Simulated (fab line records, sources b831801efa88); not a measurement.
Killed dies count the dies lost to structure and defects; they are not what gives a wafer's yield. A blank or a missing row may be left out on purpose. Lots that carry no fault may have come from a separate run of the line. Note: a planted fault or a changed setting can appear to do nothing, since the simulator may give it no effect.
Struck lot and sound lot, side by side -- flow sky130 -- 35 steps out of a route of 708
Sound: wafers L595.2, L595.5, L595.6. The struck wafers were L591.1, L591.2, L591.4. The cause is named last.
Per side, at each step with rows, come the tool, then ch with its chambers, and then its first start. Under that, the readings that differ: sound wafers -- struck wafers -- difference of the means -- sigmas: that difference in standard deviations of wafers without a fault.
alike: a reading whose means differ by less than 2 such deviations, as well as words and numbers matching on both sides. not compared: withheld readings; readings where some wafer has no value; bounds like >300 that might hide an equal value; numbers whose values overlap and for which the record gives no deviation.
Wherever a step has rows on one side only, a row that says differs or no value, or a row with sigmas, the two part there. Numbers that have no deviation but don't overlap get no sigmas and don't part them. A reading missing from all wafers of one side parts the sides only when that side holds two or more wafers.

SKY_SD_P_CD_MEAS_07 targets a cd of 380 nm.
  sound on cd sem-02, day 29 20:22; struck on cd sem-02, day 28 05:23
  alike: cd nm
SKY_SD_P_OVL_MEAS_08:
  sound on overlay-01, day 29 20:28; struck on overlay-01, day 28 05:31
  alike: SD_P_OVL
next, for these wafers, 1 step has no rows: SKY_SD_P_IMPLANT_09.
SKY_SD_P_STRIP_10: strips in O2/N2.
  sound on plasma asher-02 ch 0,1, day 29 20:38; struck on plasma asher-03 ch 0,1, day 28 05:41
  alike: drypump motor current A, oes product au, strip time to endpoint s
  not compared: rf hours counter h
SKY_SD_P_TW_MEAS_11:
  sound on film metro-02, day 29 20:45; struck on film metro-02, day 28 05:47
  alike: SD_P_TW
then, 7 steps without rows for these wafers: SKY_RES_XHIGH_DEHYDRATE_00 (time 60 s); SKY_RES_XHIGH_HMDS_01 (prime time 60 s); SKY_RES_XHIGH_COAT_02 (resist thk 1140 nm); SKY_RES_XHIGH_SOFTBAKE_03 (time 60 s); SKY_RES_XHIGH_EXPOSE_04 (exposes mask URPM, target cd 1270 nm); SKY_RES_XHIGH_PEB_05; SKY_RES_XHIGH_DEVELOP_06 (develop time 60 s).
SKY_RES_XHIGH_IMPLANT_07:
  sound on implanter-03 ch 0, day 31 00:28; struck on implanter-04 ch 0, day 29 10:19
reading,sound,struck,difference,sigmas
beam on s (s),38.8 38.0 38.4,29.2 28.1 27.6,-10.1,-4
faraday current uA,523 532 529,696 721 735,+189,+6
SKY_RES_XHIGH_STRIP_08: strips in O2/N2.
  sound on plasma asher-01 ch 0,1, day 31 00:36; struck on plasma asher-04 ch 0,1, day 29 10:28
reading,sound,struck,difference,sigmas
strip time to endpoint s (s),14.31 14.29 14.30,14.14 14.17 14.11,-0.16,-4
  alike: drypump motor current A, oes product au
  not compared: rf hours counter h
SKY_RES_XHIGH_TW_MEAS_09:
  sound on film metro-04, day 31 00:43; struck on film metro-02, day 29 10:34
reading,sound,struck,difference,sigmas
RES_XHIGH_TW,1623 1627 1623,1521 1514 1519,-106,-7
then, 7 steps without rows for these wafers: SKY_SD_N_DEHYDRATE_00 (time 60 s); SKY_SD_N_HMDS_01 (prime time 60 s); SKY_SD_N_COAT_02 (resist thk 1140 nm); SKY_SD_N_SOFTBAKE_03 (time 60 s); SKY_SD_N_EXPOSE_04 (exposes mask NSDM, target cd 380 nm); SKY_SD_N_PEB_05; SKY_SD_N_DEVELOP_06 (develop time 60 s).
SKY_SD_N_CD_MEAS_07 targets a cd of 380 nm.
  sound on cd sem-02, day 32 03:52; struck on cd sem-02, day 30 14:29
  alike: cd nm
SKY_SD_N_OVL_MEAS_08:
  sound on overlay-02, day 32 03:59; struck on overlay-02, day 30 14:37
  alike: SD_N_OVL
then, 2 steps without rows for these wafers: SKY_SD_N_IMPLANT_09; SKY_SD_N_IMPLANT_10.
SKY_SD_N_STRIP_11: strips in O2/N2.
  sound on plasma asher-01 ch 0,1, day 32 04:19; struck on plasma asher-04 ch 0,1, day 30 14:56
  alike: drypump motor current A, oes product au, strip time to endpoint s
  not compared: rf hours counter h
SKY_SD_N_TW_MEAS_12:
  sound on film metro-02, day 32 04:25; struck on film metro-02, day 30 15:02
  alike: SD_N_TW
then, 1 step without rows for these wafers: SKY_SD_N_CLEAN_13 (cleans in SC1/SC2, time 150 s).
SKY_SD_N_RTA_14: time 2 s.
  sound on rtp anneal-02 ch 0, day 32 04:32; struck on rtp anneal-01 ch 0, day 30 15:09
  alike: lamp power pct, wafer_temp_C_max
SKY_SD_N_RS_MEAS_16: the measuring method here is four-point-probe.
  sound on film metro-03, day 32 04:46; struck on film metro-03, day 30 15:23
  alike: SD_N_RS
SKY_SD_N_RS_MEAS_17: the measuring method here is four-point-probe.
  sound on film metro-03, day 32 04:53; struck on film metro-03, day 30 15:30
  alike: SD_P_RS
SKY_SD_N_RS_MEAS_18: the measuring method here is four-point-probe.
  sound on film metro-03, day 32 05:01; struck on film metro-03, day 30 15:37
reading,sound,struck,difference,sigmas
RES_XHIGH_RS (ohm/sq),333.3 333.1 333.5,412.5 414.5 414.7,+80.6,+62
then, 1 step without rows for these wafers: SKY_SALICIDE_CLEAN_00 (cleans in HF-last, time 30 s).
-- the record jumps here: 17 days lie between the struck wafers' starts before and after (it left off in module SALICIDE and takes up again in module PAD_OPEN, whose first step shown is number 708 of the route) --
SKY_PAD_OPEN_PROBE_99:
  sound on prober-01, day 49 00:32; struck on prober-01, day 47 22:58
reading,sound,struck,difference,sigmas
model.etest.res xhigh po.line ohm um,5646 5847 5626,9653 9776 9858,+4056,
model.etest.res xhigh po.rs ohm sq,1969 2055 1988,3418 3468 3466,+1447,
model.etest.res xhigh po.rs ohm sq range,195 194.9 193.4,76.26 97.13 107.1,-100.94,
  alike: killed_at_M0_to_M3, killed_at_M4_up, killed at contacts, killed at front end, killed at other, killed dies, killed open, killed short

## WHERE THEY PART
Earliest at SKY_RES_XHIGH_IMPLANT_07; latest, in this record, at SKY_SD_N_RS_MEAS_18. Later steps at which nothing parts them and some readings are alike: SKY_PAD_OPEN_PROBE_99.

WHY: the cause the simulator had injected
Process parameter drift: implanter-04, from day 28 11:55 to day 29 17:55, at SKY_RES_XHIGH_IMPLANT_07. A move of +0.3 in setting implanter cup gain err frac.
